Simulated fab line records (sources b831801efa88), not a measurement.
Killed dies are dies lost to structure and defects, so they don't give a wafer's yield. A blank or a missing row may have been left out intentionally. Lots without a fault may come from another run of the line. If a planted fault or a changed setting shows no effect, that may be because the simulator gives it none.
The tool behind it: which one?    flow gf180mcu    37 wafers from 13 lots sampled at 7 of the route's 602 steps

== WHAT EACH GAUGE READ, for each wafer ==
GF_HV_LDD_TW_MEAS_38.
lot   measured      on            HV_LDD_3_TW
L784  day 11 21:49  filmMetro-02  1436 1437 1435
L786  day 12 12:06  filmMetro-02  1441 1433 1430
L788  day 13 05:23  filmMetro-03  1431 1423 1431
L789  day 13 18:58  filmMetro-02  1441 1445 1431
L791  day 14 14:50  filmMetro-02  1434 1427 1437
L790  day 14 15:08  filmMetro-04  1457 1452 1454
L796  day 16 07:03  filmMetro-02  1426 1428
L797  day 16 15:25  filmMetro-02  1419 1415
L799  day 17 06:49  filmMetro-04  1447 1440 1441
L801  day 17 11:08  filmMetro-02  1431 1436 1430
L803  day 18 06:24  filmMetro-03  1441 1433 1427
L804  day 18 13:34  filmMetro-02  1433 1431 1433
L805  day 19 02:20  filmMetro-04  1453 1456 1459

GF_HV_LDD_CD_MEAS_46: target cd 400 nm.
lot   measured      on        cdNm (nm)
L784  day 12 15:49  cdSem-02  398.7 401.5 400.9
L786  day 13 06:15  cdSem-01  404.0 401.2 404.4
L788  day 14 01:59  cdSem-01  396.2 396.3 395.7
L789  day 14 14:58  cdSem-02  399.1 395.5 398.4
L791  day 15 12:10  cdSem-01  397.7 397.7 398.7
L790  day 15 12:28  cdSem-02  398.8 401.6 400.2
L796  day 17 05:25  cdSem-02  401.9 -
L797  day 17 14:49  cdSem-01  399.8 -
L799  day 18 05:51  cdSem-01  398.6 - 401.1
L801  day 18 10:22  cdSem-01  397.9 396.5 396.2
L803  day 19 06:19  cdSem-01  399.8 399.3 398.4
L804  day 19 13:35  cdSem-02  399.7 399.6 400.5
L805  day 20 03:08  cdSem-01  400.9 400.2 399.6

GF_HV_LDD_OVL_MEAS_47.
lot   measured      on          HV_LDD_03_OVL (nm)
L784  day 12 15:56  overlay-01  0.6 -0.1 0.3
L786  day 13 06:22  overlay-02  0.5 0.5 -1.0
L788  day 14 02:06  overlay-01  0.5 -0.7 1.2
L789  day 14 15:04  overlay-01  -0.6 -0.7 -0.7
L791  day 15 12:17  overlay-02  -0.4 0.8 0.4
L790  day 15 12:35  overlay-02  -1.7 -0.5 -1.5
L796  day 17 05:31  overlay-01  0.5 -
L797  day 17 14:55  overlay-01  -3.5 -
L799  day 18 05:57  overlay-02  -0.6 - -1.0
L801  day 18 10:26  overlay-02  -2.0 -0.2 -0.4
L803  day 19 06:26  overlay-02  2.1 2.5 0.2
L804  day 19 13:41  overlay-01  0.3 1.3 0.6
L805  day 20 03:14  overlay-02  -0.6 -0.7 0.0

GF_HV_LDD_TW_MEAS_50.
lot   measured      on            HV_LDD_4_TW
L784  day 12 16:13  filmMetro-03  567 569 564
L786  day 13 06:39  filmMetro-02  569 567 568
L788  day 14 02:31  filmMetro-02  570 567 567
L789  day 14 15:21  filmMetro-02  569 567 569
L791  day 15 12:34  filmMetro-02  573 573 576
L790  day 15 12:52  filmMetro-03  565 566 564
L796  day 17 05:48  filmMetro-02  564 30
L797  day 17 15:12  filmMetro-04  573 30
L799  day 18 06:14  filmMetro-04  575 30 571
L801  day 18 10:44  filmMetro-02  571 566 571
L803  day 19 06:43  filmMetro-03  563 562 563
L804  day 19 13:58  filmMetro-03  565 564 562
L805  day 20 03:31  filmMetro-04  575 574 572

GF_NSD_TW_MEAS_12.
lot   measured      on            NSD_TW
L784  day 13 17:07  filmMetro-02  4245 4253 4226
L786  day 14 06:30  filmMetro-04  4278 4278 4314
L788  day 15 03:21  filmMetro-04  4270 4276 4268
L789  day 15 15:56  filmMetro-04  4233 4243 4240
L791  day 16 13:33  filmMetro-04  4268 4244 4258
L790  day 16 13:40  filmMetro-01  4280 4286 4266
L796  day 18 08:59  filmMetro-04  4284
L797  day 18 17:46  filmMetro-01  4297
L799  day 19 09:43  filmMetro-04  4307 4272
L801  day 19 15:26  filmMetro-02  4242 4217 4239
L803  day 20 10:06  filmMetro-04  4298 4299 4298
L804  day 20 17:58  filmMetro-04  4271 4275 4254
L805  day 21 06:58  filmMetro-01  4314 4335 4296

== EACH LOT AND THE TOOL THAT RAN IT (in order: tool; ch and the chambers of the sampled wafers; start) ==
lot   GF_HV_LDD_DEVELOP_45              GF_HV_LDD_STRIP_49
L784  lithoTrack-04 ch 0, day 12 15:37  plasmaAsher-03 ch 0, day 12 16:07
L786  lithoTrack-04 ch 0, day 13 06:06  plasmaAsher-04 ch 0,1, day 13 06:33
L788  lithoTrack-02 ch 0, day 14 01:50  plasmaAsher-03 ch 0,1, day 14 02:17
L789  lithoTrack-02 ch 0, day 14 14:50  plasmaAsher-04 ch 0,1, day 14 15:16
L791  lithoTrack-01 ch 0, day 15 12:01  plasmaAsher-04 ch 0,1, day 15 12:28
L790  lithoTrack-01 ch 0, day 15 12:19  plasmaAsher-01 ch 0,1, day 15 12:46
L796  lithoTrack-02 ch 0, day 17 05:17  plasmaAsher-04 ch 0,1, day 17 05:43
L797  lithoTrack-02 ch 0, day 17 14:41  plasmaAsher-04 ch 0,1, day 17 15:07
L799  lithoTrack-02 ch 0, day 18 05:42  plasmaAsher-03 ch 0,1, day 18 06:08
L801  lithoTrack-04 ch 0, day 18 10:13  plasmaAsher-04 ch 0,1, day 18 10:38
L803  lithoTrack-01 ch 0, day 19 06:10  plasmaAsher-04 ch 0,1, day 19 06:37
L804  lithoTrack-01 ch 0, day 19 13:26  plasmaAsher-01 ch 0,1, day 19 13:52
L805  lithoTrack-04 ch 0, day 20 02:59  plasmaAsher-01 ch 0,1, day 20 03:26
- GF_HV_LDD_DEVELOP_45: develop time 60 s.
- GF_HV_LDD_STRIP_49: strips in O2/N2.

== WHAT THE TOOLS THEMSELVES READ (means of the sampled wafers that have a number; where no wafer has one, the mark that the record gives instead) ==
GF_HV_LDD_DEVELOP_45.
lot   tool           developerTempC (C)
L784  lithoTrack-04  22.97
L786  lithoTrack-04  22.98
L788  lithoTrack-02  22.91
L789  lithoTrack-02  22.98
L791  lithoTrack-01  23.02
L790  lithoTrack-01  23.01
L796  lithoTrack-02  23.20
L797  lithoTrack-02  23.09
L799  lithoTrack-02  22.92
L801  lithoTrack-04  22.94
L803  lithoTrack-01  23.01
L804  lithoTrack-01  23.16
L805  lithoTrack-04  23.08

GF_HV_LDD_STRIP_49.
lot   tool            drypumpMotorCurrentA (A)  heaterPowerW (W)  oesProductAu (a.u.)  stripTimeToEndpointS (s)
L784  plasmaAsher-03  5.03                      311               0.714                12.63
L786  plasmaAsher-04  5.46                      302               0.712                12.63
L788  plasmaAsher-03  5.39                      351               0.715                12.59
L789  plasmaAsher-04  5.48                      303               0.719                12.62
L791  plasmaAsher-04  5.48                      302               0.719                12.56
L790  plasmaAsher-01  5.39                      290               0.715                12.66
L796  plasmaAsher-04  5.56                      297               0.720                12.64
L797  plasmaAsher-04  5.54                      304               0.722                12.57
L799  plasmaAsher-03  5.38                      349               0.717                12.61
L801  plasmaAsher-04  5.61                      286               0.721                12.58
L803  plasmaAsher-04  5.64                      279               0.719                12.61
L804  plasmaAsher-01  5.40                      285               0.718                12.64
L805  plasmaAsher-01  5.40                      291               0.717                12.60

== THE ANSWER, worked out from the rows above alone ==
Rule: what is usual is taken from the lots themselves. Put in order of their means at a reading, lots are off if they are a third of the lots or fewer, leave a main group of 4 or more, and stand apart from it by a gap of 3 or more times the standard deviation of the main group's means; of several such gaps the widest counts. A main group is skipped when, at the precision printed for the reading in the tables above, its means are all equal. Also off: a lot with no number at a reading for which 4 or more lots have one. Any other lot the step has rows for is counted as sound. First the gauges in route order, then the tools' own readings, where a lot's mean is used as printed above. The first step at which some lot is off is used, and at that step the reading that is off furthest; a lot without a number counts as furthest.
Off: at GF_HV_LDD_TW_MEAS_50 (HV_LDD_4_TW), L796, L797, L799. The main group: mean 568, standard deviation 3.6.
A tool fits if, at a process step before that reading, it ran every lot that is off, and no sound lot after the first of them. Gauges at GF_HV_LDD_TW_MEAS_50: tried the same way as those tools. One fits: GF_HV_LDD_DEVELOP_45 on lithoTrack-02. Its last sound lot is L789 (day 14 14:50), its first lot that is off L796 (day 17 05:17): a fault that began between those two fits.

== WHAT HAD BEEN PUT IN BY THE SIMULATOR ==
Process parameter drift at GF_HV_LDD_DEVELOP_45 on lithoTrack-02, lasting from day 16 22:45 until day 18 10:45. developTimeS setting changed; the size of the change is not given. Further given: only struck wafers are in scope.
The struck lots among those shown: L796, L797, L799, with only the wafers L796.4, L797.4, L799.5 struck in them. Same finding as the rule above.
